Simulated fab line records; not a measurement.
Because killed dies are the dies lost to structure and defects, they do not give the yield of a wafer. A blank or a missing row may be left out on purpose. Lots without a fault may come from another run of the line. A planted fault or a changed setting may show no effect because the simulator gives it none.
fab line records	flow sfq-line
record: lots: 14	wafers: 42	last-day: 90
route steps=325 shown I3@134 I4@164
lots untouched by any fault: they come from a run of this same line in which no faults occurred
start-h: start of the lot's first displayed wafer, in hours after the record's first day	wait-h: how many hours have passed since the lot's step before this one	" repeats the value in the row above	L1.1+2: a row that stands for several wafers	- no value, or no start was given	* or withheld: withheld	< > ~ a bound
route shown NAME@n: NAME is a module with steps in the file, n the number in the route of the first one	usual: mean/standard deviation of fault-free wafers	same: alike in all rows	chamber/n: place in a boat	sites: readings site by site	_std_site: standard deviation of those values	_edge_site: outer sites' mean less inner sites'	radius-mm: how far each site lies from the wafer's centre	mask NAME#n: copy n	behind: the tool/chamber that last shaped the wafer	hold: reason for holding the lot/hours on hold/outcome of the hold	device: names the non-switching transistor (n, p or np)	end of line: the same wafers' tests at the end of the route	a step without rows: its recipe alone	killed: at the first sort, the dies lost to defects and structure; wafer yield is something else	map: the dies of a wafer, with x for killed, . for not killed, _ for no die there
set.NAME: the run value of the setting; set.NAME@STEP: its run value at that earlier step	model.NAME: the simulator's own value behind a step, which no gauge read
the route's steps for a sample of lots (tables are steps, rows are wafers)
services: a tool's chamber out of use, with start hour (start-h, from the record's first day; less than 0 if before it), hours out, and reason
== steps ==
step: SFQ_TRILAYER_I3_CMP_CMP_082
recipe: material: SiO2	down-force-psi: 3	platen-rpm: 60	pad-velocity-m-s: 0.94248
usual: motor-current-A: 10.5/1.3	slurry-filter-dp-kPa: 13.49/0.14	time-to-endpoint-s: 213/7.7
lot.wafer	tool	chamber	start-h	wait-h	motor-current-A	slurry-filter-dp-kPa	time-to-endpoint-s
L994.3	cmp-02	3	773.14	59.8	12.1	13.44	205
L994.4	"	1	774.14	60.8	12.4	13.48	206
L994.2	"	2	"	"	9.0	13.28	214
L997.1	cmp-02	0	801.64	40.8	9.9	13.50	217
L997.6	"	1	"	"	12.4	13.29	211
L997.5	"	2	"	"	9.4	13.44	219
L998.4	cmp-01	2	819.10	34.1	9.6	13.98	215
L998.2	"	0	820.10	35.2	9.3	13.41	221
L998.6	"	2	821.10	36.1	10.3	13.60	208
L999.2	cmp-02	3	822.14	34.9	11.9	13.30	218
L999.4	"	0	"	"	10.3	13.56	224
L999.5	"	2	823.64	36.3	8.8	13.42	221
L100.1	cmp-01	1	826.60	31.3	9.7	13.52	213
L100.5	"	2	"	"	10.6	13.75	211
L100.6	"	3	"	"	10.8	13.65	213
L101.4	cmp-01	1	916.01	0.5	9.7	13.60	222
L101.1	"	3	917.01	1.5	10.4	13.71	222
L101.5	"	1	918.01	2.5	9.8	13.30	224
L102.3	cmp-01	2	925.01	5.9	10.3	13.41	210
L102.2	"	0	926.01	6.9	8.9	13.47	233
L102.6	"	2	927.01	7.9	10.3	13.41	210
L108.2	cmp-02	1	1113.73	22.9	12.2	13.37	207
L108.5	"	1	1115.73	24.8	12.7	13.40	216
L108.6	"	2	"	"	9.3	13.58	214
L109.4	cmp-02	2	1129.73	28.0	9.6	13.48	215
L109.1	"	3	"	"	11.5	13.49	213
L109.5	"	1	1131.23	29.5	12.3	13.55	208
L113.4	cmp-02	3	1155.73	35.6	12.4	13.38	211
L113.1	"	2	1157.23	37.1	9.7	13.60	201
L113.5	"	3	"	"	12.0	13.50	221
L114.4	cmp-02	0	1159.23	35.5	9.9	13.26	220
L114.1	"	1	"	"	12.8	13.43	205
L114.6	"	0	1161.23	37.5	10.4	13.27	218
L115.2	cmp-02	2	1164.73	33.7	9.2	13.33	200
L115.1	"	1	1166.23	35.2	13.5	13.62	208
L115.6	"	3	1167.23	36.2	11.8	13.55	207
L116.4	cmp-02	2	1167.73	34.3	9.4	13.26	211
L116.2	"	1	1169.23	35.8	12.5	13.37	201
L116.5	"	3	1170.23	36.8	12.8	13.53	215
L117.4	cmp-01	1	1173.24	35.0	10.1	13.40	220
L117.2	"	2	"	"	10.0	13.61	202
L117.5	"	1	1175.24	37.0	9.6	13.34	218
step: SFQ_TRILAYER_I4_CMP_CMP_100
recipe: material: SiO2	down-force-psi: 3	platen-rpm: 60	pad-velocity-m-s: 0.94248
usual: motor-current-A: 10.2/1.2	slurry-filter-dp-kPa: 13.50/0.14	time-to-endpoint-s: 215/8.1
lot.wafer	tool	chamber	start-h	wait-h	motor-current-A	slurry-filter-dp-kPa	time-to-endpoint-s
L994.2	cmp-01	3	1058.24	9.5	10.9	13.50	219
L994.4	"	1	1059.24	10.4	9.9	13.37	216
L994.3	"	2	"	"	10.1	13.11	207
L997.1	cmp-01	1	1101.74	17.1	10.0	13.53	214
L997.5	"	0	1103.24	18.6	9.1	13.69	227
L997.6	"	1	"	"	10.0	13.41	219
L998.4	cmp-02	1	1105.73	18.6	12.5	13.20	214
L998.2	"	2	"	"	9.3	13.48	204
L998.6	"	0	1107.23	20.1	10.4	13.56	219
L999.2	cmp-01	1	1107.24	19.1	10.0	13.57	207
L999.4	"	0	1108.74	20.6	8.6	13.64	224
L999.5	"	2	1109.74	21.6	9.9	13.31	216
L100.1	cmp-01	1	1111.24	21.9	9.8	13.34	203
L100.5	"	3	1112.24	22.9	11.2	13.25	218
L100.6	"	0	"	"	9.1	13.35	224
L101.4	cmp-01	0	1113.74	23.2	8.9	13.79	279
L101.1	"	2	1114.74	24.2	10.1	13.57	211
L101.5	"	3	"	"	10.6	13.75	225
L102.3	cmp-01	3	1117.24	25.5	9.9	13.25	220
L102.2	"	0	"	"	8.4	13.74	269
L102.6	"	2	1118.74	27.0	9.4	13.62	212
L108.2	cmp-01	1	1331.53	0.5	9.9	13.36	204
L108.6	"	0	1333.03	2.0	8.7	13.53	221
L108.5	"	1	"	"	10.0	13.42	208
L109.1	cmp-01	3	1347.83	0.0	10.4	13.42	223
L109.4	"	0	"	"	8.7	13.46	224
L109.5	"	0	1350.33	2.5	8.7	13.52	231
L113.4	cmp-01	2	1400.27	0.5	10.2	13.62	209
L113.1	"	3	"	"	10.5	13.47	211
L113.5	"	1	1401.77	2.0	10.2	13.57	204
L114.1	cmp-02	1	1403.33	0.2	12.4	13.57	221
L114.4	"	2	"	"	9.4	13.51	221
L114.6	"	1	1405.33	2.2	13.2	13.63	226
L115.2	cmp-02	0	1410.23	1.0	9.9	13.60	221
L115.1	"	1	"	"	12.4	13.53	207
L115.6	"	3	1411.73	2.4	11.4	13.64	219
L116.2	cmp-01	3	1412.27	2.0	11.0	13.86	219
L116.4	"	0	"	"	8.4	13.50	236
L116.5	"	2	1413.77	3.4	9.6	13.53	219
L117.2	cmp-01	0	1414.77	2.1	9.1	13.66	223
L117.4	"	2	1415.77	3.0	9.7	13.27	210
L117.5	"	1	1417.27	4.5	9.9	13.35	202
step: SFQ_I4_BOW_MEAS_927
recipe: mode: bow
usual: I4_BOW: 2/8.8
lot.wafer	tool	chamber	start-h	wait-h	I4_BOW[um]
L994.2	film-metro-01	-	1061.26	2.5	-5
L994.3	"	-	"	"	-1
L994.4	"	-	"	"	-2
L997.1	film-metro-01	-	1104.24	2.0	1
L997.5	"	-	"	"	0
L997.6	"	-	"	"	4
L998.2	film-metro-02	-	1107.75	1.0	-22
L998.4	"	-	"	"	6
L998.6	"	-	"	"	-11
L999.2	film-metro-01	-	1110.26	2.5	9
L999.4	"	-	"	"	12
L999.5	"	-	"	"	2
L100.1	film-metro-01	-	1113.24	1.5	-4
L100.5	"	-	"	"	-5
L100.6	"	-	"	"	-18
L101.1	film-metro-03	-	1116.24	1.0	-7
L101.4	"	-	"	"	3
L101.5	"	-	"	"	-7
L101.1	film-metro-03	-	1117.56	1.3	-
L101.4	"	-	"	"	-
L101.5	"	-	"	"	-
L102.2	film-metro-03	-	1119.26	1.0	-9
L102.3	"	-	"	"	1
L102.6	"	-	"	"	4
L102.2	film-metro-03	-	1120.58	1.3	-
L102.3	"	-	"	"	-
L102.6	"	-	"	"	-
L108.2	film-metro-01	-	1334.05	2.0	2
L108.5	"	-	"	"	-1
L108.6	"	-	"	"	11
L109.1	film-metro-01	-	1350.83	2.5	6
L109.4	"	-	"	"	2
L109.5	"	-	"	"	3
L113.1	film-metro-03	-	1402.77	1.5	-2
L113.4	"	-	"	"	9
L113.5	"	-	"	"	-3
L114.1	film-metro-01	-	1406.33	2.5	15
L114.4	"	-	"	"	5
L114.6	"	-	"	"	18
L115.1	film-metro-02	-	1412.73	1.5	2
L115.2	"	-	"	"	-8
L115.6	"	-	"	"	9
L116.2	film-metro-03	-	1414.79	2.0	-7
L116.4	"	-	"	"	-1
L116.5	"	-	"	"	6
L117.2	film-metro-03	-	1417.79	2.5	-4
L117.4	"	-	"	"	-4
L117.5	"	-	"	"	-2
step: SFQ_TRILAYER_I4_METRO_MEASURE_101
usual: thk-nm: 200.2/1.2
lot.wafer	tool	chamber	start-h	wait-h	thk-nm
L994.2	film-metro-01	-	1061.56	0.3	203.4
L994.3	"	-	"	"	199.3
L994.4	"	-	"	"	201.0
L997.1	film-metro-01	-	1104.36	0.1	199.3
L997.5	"	-	"	"	202.3
L997.6	"	-	"	"	199.9
L998.2	film-metro-02	-	1108.05	0.3	197.6
L998.4	"	-	"	"	199.8
L998.6	"	-	"	"	199.9
L999.2	film-metro-01	-	1110.56	0.3	199.0
L999.4	"	-	"	"	201.1
L999.5	"	-	"	"	198.2
L100.1	film-metro-01	-	1113.36	0.1	200.5
L100.5	"	-	"	"	200.0
L100.6	"	-	"	"	201.7
L101.1	film-metro-03	-	1124.05	6.5	197.9
L101.4	"	-	"	"	305.2
L101.5	"	-	"	"	200.1
L101.1	film-metro-03	-	1125.42	1.2	197.8
L101.4	"	-	"	"	305.4
L101.5	"	-	"	"	200.3
L102.2	film-metro-03	-	1124.25	3.6	301.1
L102.3	"	-	"	"	200.9
L102.6	"	-	"	"	198.4
L102.2	film-metro-03	-	1125.62	1.2	301.1
L102.3	"	-	"	"	200.7
L102.6	"	-	"	"	198.5
L108.2	film-metro-01	-	1334.35	0.3	200.6
L108.5	"	-	"	"	200.6
L108.6	"	-	"	"	201.6
L109.1	film-metro-01	-	1350.95	0.1	201.9
L109.4	"	-	"	"	202.1
L109.5	"	-	"	"	200.8
L113.1	film-metro-03	-	1402.89	0.1	200.7
L113.4	"	-	"	"	199.9
L113.5	"	-	"	"	200.0
L114.1	film-metro-01	-	1406.45	0.1	200.8
L114.4	"	-	"	"	199.2
L114.6	"	-	"	"	201.0
L115.1	film-metro-02	-	1412.85	0.1	200.1
L115.2	"	-	"	"	201.9
L115.6	"	-	"	"	202.1
L116.2	film-metro-03	-	1415.09	0.3	198.8
L116.4	"	-	"	"	200.6
L116.5	"	-	"	"	198.7
L117.2	film-metro-03	-	1418.09	0.3	202.3
L117.4	"	-	"	"	200.6
L117.5	"	-	"	"	200.6
step: SFQ_TRILAYER_I4_VIA_BARC_OPEN_VIA_ETCH_146
recipe: mask-material: PR	chemistry: O2	target-depth-nm: 125	target: BARC	source-w: 500	bias-w: 80	pressure-mtorr: 30	time-s: 41.7
usual: drypump-motor-current-A: 5.7/0.38	oes-product-au: 0.685/0.0048
lot.wafer	tool	chamber	start-h	wait-h	drypump-motor-current-A	oes-product-au	rf-hours-counter-h
L994.2	rie-diel-02	0	1176.82	0.0	5.5	0.689	0
L994.3	"	3	"	"	5.8	0.692	2
L994.4	"	0	"	"	5.5	0.682	-
L997.1	rie-diel-02	3	1208.24	0.0	5.8	0.680	3
L997.5	"	3	"	"	5.8	0.686	-
L997.6	"	0	"	"	5.6	0.680	-
L998.2	rie-diel-01	0	1210.64	0.0	5.4	0.689	13
L998.4	"	3	"	"	5.2	0.683	18
L998.6	"	2	"	"	6.0	0.688	-
L999.2	rie-diel-02	0	1212.84	0.0	5.5	0.690	2
L999.4	"	1	"	"	4.9	0.685	-
L999.5	"	0	"	"	5.5	0.687	-
L100.1	rie-diel-04	2	1214.04	0.0	6.0	0.698	7
L100.5	"	3	"	"	6.2	0.684	-
L100.6	"	2	"	"	6.0	0.688	-
L101.1	rie-diel-01	1	1217.64	0.0	5.8	0.683	17
L101.4	"	0	"	"	5.4	0.685	13
L101.5	"	2	"	"	6.0	0.693	-
L102.2	rie-diel-04	2	1218.84	0.0	6.0	0.688	8
L102.3	"	3	"	"	6.2	0.681	16
L102.6	"	2	"	"	5.9	0.686	-
L108.2	rie-diel-01	2	1345.09	0.0	6.0	0.681	13
L108.5	"	1	"	"	5.8	0.686	-
L108.6	"	2	"	"	6.0	0.683	-
L109.1	rie-diel-04	1	1372.68	0.0	5.7	0.680	17
L109.4	"	0	"	"	6.1	0.678	3
L109.5	"	0	"	"	6.1	0.684	-
L113.1	rie-diel-04	3	1407.53	0.0	6.2	0.690	20
L113.4	"	1	"	"	5.7	0.682	18
L113.5	"	3	"	"	6.2	0.684	-
L114.1	rie-diel-01	1	1410.62	0.0	5.8	0.675	20
L114.4	"	2	"	"	6.0	0.683	14
L114.6	"	2	"	"	6.0	0.683	-
L115.1	rie-diel-04	3	1416.42	0.0	6.2	0.685	20
L115.2	"	0	"	"	6.2	0.677	3
L115.6	"	3	"	"	6.2	0.692	-
L116.2	rie-diel-01	1	1418.82	0.0	5.8	0.687	20
L116.4	"	0	"	"	5.4	0.683	16
L116.5	"	1	"	"	5.8	0.689	-
L117.2	rie-diel-02	2	1422.57	0.0	5.8	0.687	3
L117.4	"	3	"	"	5.8	0.684	7
L117.5	"	2	"	"	5.9	0.680	-
step: SFQ_TRILAYER_I4_VIA_ETCH_VIA_ETCH_106
recipe: target: SiO2	stop-on: Nb	mask-material: PR	taper-deg: 20	chemistry: CHF3	target-depth-nm: 260	source-w: 500	bias-w: 80	pressure-mtorr: 30	time-s: withheld
usual: drypump-motor-current-A: 5.7/0.38	oes-product-au: 0.855/0.0053
lot.wafer	tool	chamber	start-h	wait-h	drypump-motor-current-A	oes-product-au
L994.2	rie-diel-02	0	1176.86	0.0	5.5	0.858
L994.3	"	3	"	"	5.8	0.850
L994.4	"	0	"	"	5.5	0.852
L997.1	rie-diel-02	3	1208.28	0.0	5.8	0.854
L997.5	"	3	"	"	5.8	0.854
L997.6	"	0	"	"	5.6	0.859
L998.2	rie-diel-01	0	1210.68	0.0	5.4	0.847
L998.4	"	3	"	"	5.2	0.852
L998.6	"	2	"	"	6.0	0.852
L999.2	rie-diel-02	0	1212.88	0.0	5.5	0.864
L999.4	"	1	"	"	5.0	0.857
L999.5	"	0	"	"	5.5	0.854
L100.1	rie-diel-04	2	1214.08	0.0	6.0	0.859
L100.5	"	3	"	"	6.2	0.859
L100.6	"	2	"	"	6.0	0.858
L101.1	rie-diel-01	1	1217.68	0.0	5.8	0.848
L101.4	"	0	"	"	5.4	1.000
L101.5	"	2	"	"	6.0	0.857
L102.2	rie-diel-04	2	1218.88	0.0	6.0	1.002
L102.3	"	3	"	"	6.2	0.858
L102.6	"	2	"	"	6.0	0.853
L108.2	rie-diel-01	2	1345.13	0.0	6.0	0.861
L108.5	"	1	"	"	5.8	0.860
L108.6	"	2	"	"	6.0	0.863
L109.1	rie-diel-04	1	1372.72	0.0	5.7	0.867
L109.4	"	0	"	"	6.2	0.861
L109.5	"	0	"	"	6.1	0.859
L113.1	rie-diel-04	3	1407.57	0.0	6.2	0.851
L113.4	"	1	"	"	5.7	0.856
L113.5	"	3	"	"	6.2	0.857
L114.1	rie-diel-01	1	1410.66	0.0	5.8	0.854
L114.4	"	2	"	"	6.0	0.854
L114.6	"	2	"	"	6.0	0.856
L115.1	rie-diel-04	3	1416.45	0.0	6.2	0.861
L115.2	"	0	"	"	6.2	0.859
L115.6	"	3	"	"	6.2	0.862
L116.2	rie-diel-01	1	1418.85	0.0	5.8	0.855
L116.4	"	0	"	"	5.4	0.852
L116.5	"	1	"	"	5.8	0.853
L117.2	rie-diel-02	2	1422.61	0.0	5.8	0.858
L117.4	"	3	"	"	5.8	0.857
L117.5	"	2	"	"	5.8	0.845
step: SFQ_TRILAYER_I4_VIA_STRIP_STRIP_107
recipe: gas: O2	power-w: 200	platen-temp-c: 40	overash-fraction: 0.65	chemistry: O2	pressure-mtorr: 50
usual: drypump-motor-current-A: 5.7/0.43	he-backside-leak-sccm: 3.6/0.31	oes-product-au: 1.005/0.0091
lot.wafer	tool	chamber	start-h	wait-h	drypump-motor-current-A	he-backside-leak-sccm	oes-product-au	rf-hours-counter-h
L994.2	rie-metal-02	0	1176.97	-	5.0	3.4	0.998	112
L994.3	"	0	"	"	5.0	3.4	0.995	-
L994.4	"	1	"	"	5.7	3.5	1.006	-
L997.1	rie-metal-04	0	1208.39	-	5.7	3.8	1.008	101
L997.5	"	0	"	"	5.7	3.7	1.000	-
L997.6	"	0	"	"	5.7	3.8	1.004	-
L998.2	rie-metal-01	0	1210.79	-	5.1	3.3	1.008	115
L998.4	"	1	"	"	6.6	3.1	1.005	-
L998.6	"	0	"	"	5.1	3.4	1.013	-
L999.2	rie-metal-02	1	1212.99	-	5.7	3.7	1.003	94
L999.4	"	0	"	"	5.0	3.4	0.988	-
L999.5	"	1	"	"	5.7	3.5	1.007	-
L100.1	rie-metal-04	0	1214.19	-	5.7	3.6	1.006	103
L100.5	"	0	"	"	5.7	3.8	1.007	-
L100.6	"	0	"	"	5.7	3.7	1.002	-
L101.1	rie-metal-02	0	1217.79	-	5.0	3.4	1.001	119
L101.4	"	0	"	"	5.0	3.5	0.988	-
L101.5	"	1	"	"	5.7	3.5	1.000	-
L102.2	rie-metal-04	0	1219.19	-	5.7	3.8	1.029	-
L102.3	"	0	"	"	5.7	3.7	1.014	-
L102.6	"	0	"	"	5.7	3.8	1.023	-
L108.2	rie-metal-02	1	1345.44	-	5.7	3.8	0.992	-
L108.5	"	1	"	"	5.7	3.7	1.009	-
L108.6	"	1	"	"	5.7	3.7	1.006	-
L109.1	rie-metal-04	0	1372.83	-	5.7	3.8	1.017	124
L109.4	"	1	"	"	5.9	3.6	0.999	-
L109.5	"	1	"	"	5.8	3.6	0.987	-
L113.1	rie-metal-01	1	1407.68	-	6.7	3.5	0.998	125
L113.4	"	0	"	"	5.1	3.4	1.005	-
L113.5	"	1	"	"	6.7	3.4	1.009	-
L114.1	rie-metal-04	1	1410.77	-	5.9	3.5	1.004	20
L114.4	"	0	"	"	5.7	4.0	1.004	-
L114.6	"	0	"	"	5.7	3.9	1.013	-
L115.1	rie-metal-04	1	1416.57	-	5.9	3.5	1.013	21
L115.2	"	0	"	"	5.7	3.7	1.015	130
L115.6	"	0	"	"	5.7	3.8	1.016	-
L116.2	rie-metal-02	1	1418.97	-	5.7	3.7	0.998	128
L116.4	"	1	"	"	5.7	3.7	0.992	-
L116.5	"	0	"	"	5.0	3.4	0.983	-
L117.2	rie-metal-04	1	1422.73	-	5.9	3.5	1.006	23
L117.4	"	0	"	"	5.7	3.8	1.018	-
L117.5	"	1	"	"	5.8	3.6	1.009	-
== services ==
tool	chamber	start-h	hours	kind
cmp-01	-	751.27	4.0	pm
cmp-01	-	809.50	6.6	pm
cmp-02	-	835.47	3.4	repair
cmp-01	-	837.85	0.6	repair
cmp-02	-	854.54	4.6	pm
cmp-02	-	861.05	1.3	repair
cmp-01	-	886.31	4.0	pm
cmp-01	-	890.49	5.2	repair
cmp-01	-	895.38	0.4	repair
cmp-02	-	904.65	4.1	pm
cmp-02	-	916.22	4.9	repair
cmp-02	-	921.12	4.0	pm
cmp-01	-	930.39	0.2	repair
cmp-01	-	967.68	6.0	repair
cmp-02	-	985.58	0.7	repair
cmp-02	-	1029.95	1.3	repair
cmp-02	-	1051.72	8.0	repair
cmp-01	-	1094.24	4.0	pm
cmp-02	-	1171.57	0.5	repair
cmp-02	-	1196.31	2.8	repair
cmp-02	-	1223.97	5.5	pm
cmp-01	-	1255.42	5.7	pm
cmp-02	-	1263.22	4.0	pm
cmp-01	-	1315.27	2.0	repair
== key ==
first-sign: step: SFQ_TRILAYER_I4_CMP_CMP_100	reading: time-to-endpoint-s	direction: up	sigmas: 7.4	usual: *	struck: *
effect: step: SFQ_I4_BOW_MEAS_927	reading: visit	direction: added
effect: step: SFQ_TRILAYER_I4_METRO_MEASURE_101	reading: visit	direction: added
effect: step: SFQ_TRILAYER_I4_METRO_MEASURE_101	reading: thk-nm	direction: up	sigmas: 83	usual: 200.2	struck: 303.2
effect: step: SFQ_TRILAYER_I4_VIA_ETCH_VIA_ETCH_106	reading: oes-product-au	direction: up	sigmas: 27	usual: 0.855	struck: 1.001
met-at SFQ_TRILAYER_I4_CMP_CMP_100
struck-lots L101,L102
struck-wafers L101.4,L102.2
not-acting-at SFQ_TRILAYER_I3_CMP_CMP_082,SFQ_TRILAYER_I4_VIA_BARC_OPEN_VIA_ETCH_146,SFQ_TRILAYER_I4_VIA_STRIP_STRIP_107
fault: kind: process-parameter-drift	tool: cmp-01	chamber: 0	onset-h: 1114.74	steps: SFQ_TRILAYER_I4_CMP_CMP_100	channel: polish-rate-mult	offset: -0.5	shape: step	end-h: 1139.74
